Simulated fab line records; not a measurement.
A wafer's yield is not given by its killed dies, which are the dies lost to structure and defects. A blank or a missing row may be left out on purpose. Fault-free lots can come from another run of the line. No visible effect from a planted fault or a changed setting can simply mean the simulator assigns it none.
What tool caused it? :: flow gf180mcu :: 13 lots, 39 wafers sampled, at 5 steps of a route of 602

WHAT THE GAUGES READ, wafer by wafer
GF_V3_BOW_MEAS_05.
lot: L709
measured: day 21 09:29
on: film-metro-04
V3_BOW (um): 105 112 112

lot: L710
measured: day 22 07:48
on: film-metro-02
V3_BOW (um): 116 117 118

lot: L712
measured: day 22 23:12
on: film-metro-01
V3_BOW (um): 105 110 109

lot: L714
measured: day 24 02:40
on: film-metro-01
V3_BOW (um): 110 100 100

lot: L715
measured: day 24 08:12
on: film-metro-01
V3_BOW (um): 130 125 116

lot: L716
measured: day 24 09:30
on: film-metro-02
V3_BOW (um): 106 123 118

lot: L718
measured: day 25 00:46
on: film-metro-04
V3_BOW (um): 124 111 117

lot: L721
measured: day 25 20:28
on: film-metro-02
V3_BOW (um): 131 124 123

lot: L722
measured: day 26 08:52
on: film-metro-02
V3_BOW (um): 112 134 131

lot: L723
measured: day 26 15:21
on: film-metro-04
V3_BOW (um): 104 120 119

lot: L726
measured: day 27 11:02
on: film-metro-01
V3_BOW (um): 116 124 110

lot: L729
measured: day 28 07:39
on: film-metro-04
V3_BOW (um): 100 123 112

lot: L731
measured: day 28 20:39
on: film-metro-02
V3_BOW (um): 122 119 126

GF_V3_OVL_MEAS_15.
lot: L709
measured: day 22 09:13
on: overlay-01
V3_OVL (nm): -3 3 -4

lot: L710
measured: day 23 07:23
on: overlay-01
V3_OVL (nm): 3 8 5

lot: L712
measured: day 23 22:21
on: overlay-01
V3_OVL (nm): 0 4 -4

lot: L714
measured: day 25 01:02
on: overlay-01
V3_OVL (nm): 12 1 7

lot: L715
measured: day 25 06:00
on: overlay-01
V3_OVL (nm): 3 2 3

lot: L716
measured: day 25 07:44
on: overlay-01
V3_OVL (nm): 3 -4 -5

lot: L718
measured: day 25 22:17
on: overlay-02
V3_OVL (nm): 7 4 1

lot: L721
measured: day 26 17:51
on: overlay-01
V3_OVL (nm): 3 -4 5

lot: L722
measured: day 27 05:39
on: overlay-01
V3_OVL (nm): -13 -8 -1

lot: L723
measured: day 27 12:07
on: overlay-02
V3_OVL (nm): 3 2 3

lot: L726
measured: day 28 06:47
on: overlay-01
V3_OVL (nm): 0 -8 1

lot: L729
measured: day 29 03:12
on: overlay-01
V3_OVL (nm): 55 56 61

lot: L731
measured: day 29 16:26
on: overlay-02
V3_OVL (nm): 46 52 53

GF_V3_THK_MEAS_25: measures by xrf.
lot: L709
measured: day 22 10:17
on: film-metro-02
V3_W_THK (nm): 359 361 358

lot: L710
measured: day 23 08:26
on: film-metro-02
V3_W_THK (nm): 350 344 354

lot: L712
measured: day 23 23:25
on: film-metro-02
V3_W_THK (nm): 347 347 348

lot: L714
measured: day 25 02:05
on: film-metro-01
V3_W_THK (nm): 353 350 356

lot: L715
measured: day 25 07:02
on: film-metro-02
V3_W_THK (nm): 355 360 357

lot: L716
measured: day 25 08:46
on: film-metro-02
V3_W_THK (nm): 357 356 364

lot: L718
measured: day 25 23:19
on: film-metro-01
V3_W_THK (nm): 354 357 346

lot: L721
measured: day 26 18:53
on: film-metro-02
V3_W_THK (nm): 346 351 353

lot: L722
measured: day 27 06:48
on: film-metro-02
V3_W_THK (nm): 343 357 349

lot: L723
measured: day 27 13:10
on: film-metro-04
V3_W_THK (nm): 359 355 355

lot: L726
measured: day 28 07:55
on: film-metro-01
V3_W_THK (nm): 355 343 355

lot: L729
measured: day 29 04:16
on: film-metro-01
V3_W_THK (nm): 360 359 357

lot: L731
measured: day 29 17:28
on: film-metro-04
V3_W_THK (nm): 355 368 355

TOOL THAT RAN EACH LOT (tool first, then ch and the chambers of the sampled wafers, then the start)
lot: L709
GF_V3_EXPOSE_11: krf-scanner-01 ch 0, day 21 21:47
GF_V3_SPUTTER_21: pvd-sputter-04, day 22 09:56

lot: L710
GF_V3_EXPOSE_11: krf-scanner-01 ch 0, day 22 19:39
GF_V3_SPUTTER_21: pvd-sputter-01, day 23 08:04

lot: L712
GF_V3_EXPOSE_11: krf-scanner-02 ch 0, day 23 10:49
GF_V3_SPUTTER_21: pvd-sputter-01, day 23 23:05

lot: L714
GF_V3_EXPOSE_11: krf-scanner-01 ch 0, day 24 14:25
GF_V3_SPUTTER_21: pvd-sputter-01, day 25 01:44

lot: L715
GF_V3_EXPOSE_11: krf-scanner-02 ch 0, day 24 19:13
GF_V3_SPUTTER_21: pvd-sputter-03, day 25 06:42

lot: L716
GF_V3_EXPOSE_11: krf-scanner-01 ch 0, day 24 20:31
GF_V3_SPUTTER_21: pvd-sputter-04, day 25 08:26

lot: L718
GF_V3_EXPOSE_11: krf-scanner-02 ch 0, day 25 11:38
GF_V3_SPUTTER_21: pvd-sputter-03, day 25 22:59

lot: L721
GF_V3_EXPOSE_11: krf-scanner-01 ch 0, day 26 07:33
GF_V3_SPUTTER_21: pvd-sputter-04, day 26 18:32

lot: L722
GF_V3_EXPOSE_11: krf-scanner-01 ch 0, day 26 19:15
GF_V3_SPUTTER_21: pvd-sputter-01, day 27 06:27

lot: L723
GF_V3_EXPOSE_11: krf-scanner-02 ch 0, day 27 01:52
GF_V3_SPUTTER_21: pvd-sputter-01, day 27 12:49

lot: L726
GF_V3_EXPOSE_11: krf-scanner-01 ch 0, day 27 21:07
GF_V3_SPUTTER_21: pvd-sputter-03, day 28 07:35

lot: L729
GF_V3_EXPOSE_11: krf-scanner-01 ch 0, day 28 17:26
GF_V3_SPUTTER_21: pvd-sputter-03, day 29 03:56

lot: L731
GF_V3_EXPOSE_11: krf-scanner-01 ch 0, day 29 06:58
GF_V3_SPUTTER_21: pvd-sputter-01, day 29 17:08
- GF_V3_EXPOSE_11: exposes mask Via3, target cd 260 nm.
- GF_V3_SPUTTER_21: material Ti, target thk 15 nm, time 80.02 s.

AS READ BY THE TOOLS THEMSELVES (means over the sampled wafers that have a number; for cases with no such wafer, the mark the record gives instead)
GF_V3_SPUTTER_21.
lot: L709
tool: pvd-sputter-04
throttle-valve-pct (%): 28.4

lot: L710
tool: pvd-sputter-01
throttle-valve-pct (%): 30.1

lot: L712
tool: pvd-sputter-01
throttle-valve-pct (%): 30.2

lot: L714
tool: pvd-sputter-01
throttle-valve-pct (%): 30.2

lot: L715
tool: pvd-sputter-03
throttle-valve-pct (%): 30.4

lot: L716
tool: pvd-sputter-04
throttle-valve-pct (%): 29.3

lot: L718
tool: pvd-sputter-03
throttle-valve-pct (%): 30.4

lot: L721
tool: pvd-sputter-04
throttle-valve-pct (%): 29.5

lot: L722
tool: pvd-sputter-01
throttle-valve-pct (%): 30.2

lot: L723
tool: pvd-sputter-01
throttle-valve-pct (%): 30.1

lot: L726
tool: pvd-sputter-03
throttle-valve-pct (%): 30.0

lot: L729
tool: pvd-sputter-03
throttle-valve-pct (%): 30.4

lot: L731
tool: pvd-sputter-01
throttle-valve-pct (%): 30.5

THE ANSWER, worked out from the rows above alone
Rule: usual is defined by the lots themselves. Put in order of their means at a reading, lots are off if they are a third of the lots or fewer, leave a main group of 4 or more, and stand apart from it by a gap of 3 or more times the standard deviation of the main group's means; of several such gaps the widest counts. A main group is skipped when, at the precision printed for the reading in the tables above, its means are all equal. Also off: a lot with no number at a reading for which 4 or more lots have one. All remaining lots with rows at the step are treated as sound. Order of review: gauges by route order, followed by the tools' own readings, for which a lot's mean as printed above is used. At the first step where some lot is off, the reading lying furthest off is the one used; lots without a number count as furthest.
Off: L729, L731, seen at GF_V3_OVL_MEAS_15 (V3_OVL). The main group has a mean of 1 nm with a standard deviation of 3.8.
A tool fits if, at a process step before that reading, it ran every lot that is off, and no sound lot after the first of them. Gauges at GF_V3_OVL_MEAS_15: tried the same way as those tools. One fits: krf-scanner-01 at GF_V3_EXPOSE_11. Its last sound lot is L726 (day 27 21:07), its first lot that is off L729 (day 28 17:26): a fault that began between those two fits.

WHAT HAD BEEN PUT IN BY THE SIMULATOR
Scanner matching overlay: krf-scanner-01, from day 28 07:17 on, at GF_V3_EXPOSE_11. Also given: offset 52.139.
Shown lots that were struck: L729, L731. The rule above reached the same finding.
